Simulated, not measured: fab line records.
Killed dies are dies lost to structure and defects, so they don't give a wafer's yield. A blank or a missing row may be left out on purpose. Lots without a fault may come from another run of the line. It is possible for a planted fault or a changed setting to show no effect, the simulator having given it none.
One fault through the eyes of 2 desks :: flow gf180mcu :: every desk sees just its own numbers, and what lay behind them comes last

## THE TOOL OWNER'S DESK: litho-track-02
The tool's own readings at GF_VT_IMPLANT_DEVELOP_06 (develop time 60 s): means of the sampled wafers that have a number, for each lot that ran on this tool. The brackets show how far a lot's mean lies from the usual mean; more than 4 standard deviations puts the lot out of limits, marked OUT.
Columns: A = chill-plate-temp-C at GF_VT_IMPLANT_DEVELOP_06, usual 23.02 C
lot: L906
first seen here: day 6 03:01
A: 23.04

lot: L921
first seen here: day 9 22:55
A: 23.17
Result from this desk: across the 2 lots, nothing is out of limits.

## FROM THE METROLOGY DESK
Lot by lot, what the gauges showed, no matter which tool ran the lot: averages of those sampled wafers that carry a number. The brackets show how far a lot's mean lies from the usual mean; more than 4 standard deviations puts the lot out of limits, marked OUT.
Columns: A = LVPWELL_OVL at GF_LVPWELL_OVL_MEAS_07, usual -0.9 nm; B = POLY_GATE_CVD_00_THK at GF_POLY_GATE_THK_MEAS_01, usual 200.2 nm
lot: L904
first seen here: day 3 21:43
A: -0.2
B: 200.3

lot: L905
first seen here: day 4 03:42
A: -0.7
B: 196.6

lot: L906
first seen here: day 4 06:53
A: -1.8
B: 199.9

lot: L907
first seen here: day 4 14:31
A: 0.4
B: 198.8

lot: L908
first seen here: day 4 18:55
A: -1.7
B: 200.3

lot: L913
first seen here: day 6 03:10
A: -2.6
B: -

lot: L914
first seen here: day 6 05:22
A: -0.5
B: -

lot: L915
first seen here: day 6 12:43
A: -2.0
B: -

lot: L920
first seen here: day 7 15:34
A: -2.5
B: 201.7

lot: L921
first seen here: day 7 19:20
A: -0.0
B: 201.1

lot: L923
first seen here: day 8 07:56
A: 0.8
B: 202.3

lot: L924
first seen here: day 8 12:58
A: -0.9
B: 201.2

lot: L925
first seen here: day 8 17:43
A: -0.1
B: 201.6

lot: L926
first seen here: day 9 01:06
A: -0.5
B: 201.2

lot: L927
first seen here: day 9 06:14
A: 0.7
B: 197.8
Result from this desk: across the 15 lots, nothing is out of limits.

## ALL TOGETHER
The desk of the tool owner found nothing out of limits.
At the metrology desk, nothing out of limits was observed.

## WHAT THE SIMULATOR HAD INSERTED
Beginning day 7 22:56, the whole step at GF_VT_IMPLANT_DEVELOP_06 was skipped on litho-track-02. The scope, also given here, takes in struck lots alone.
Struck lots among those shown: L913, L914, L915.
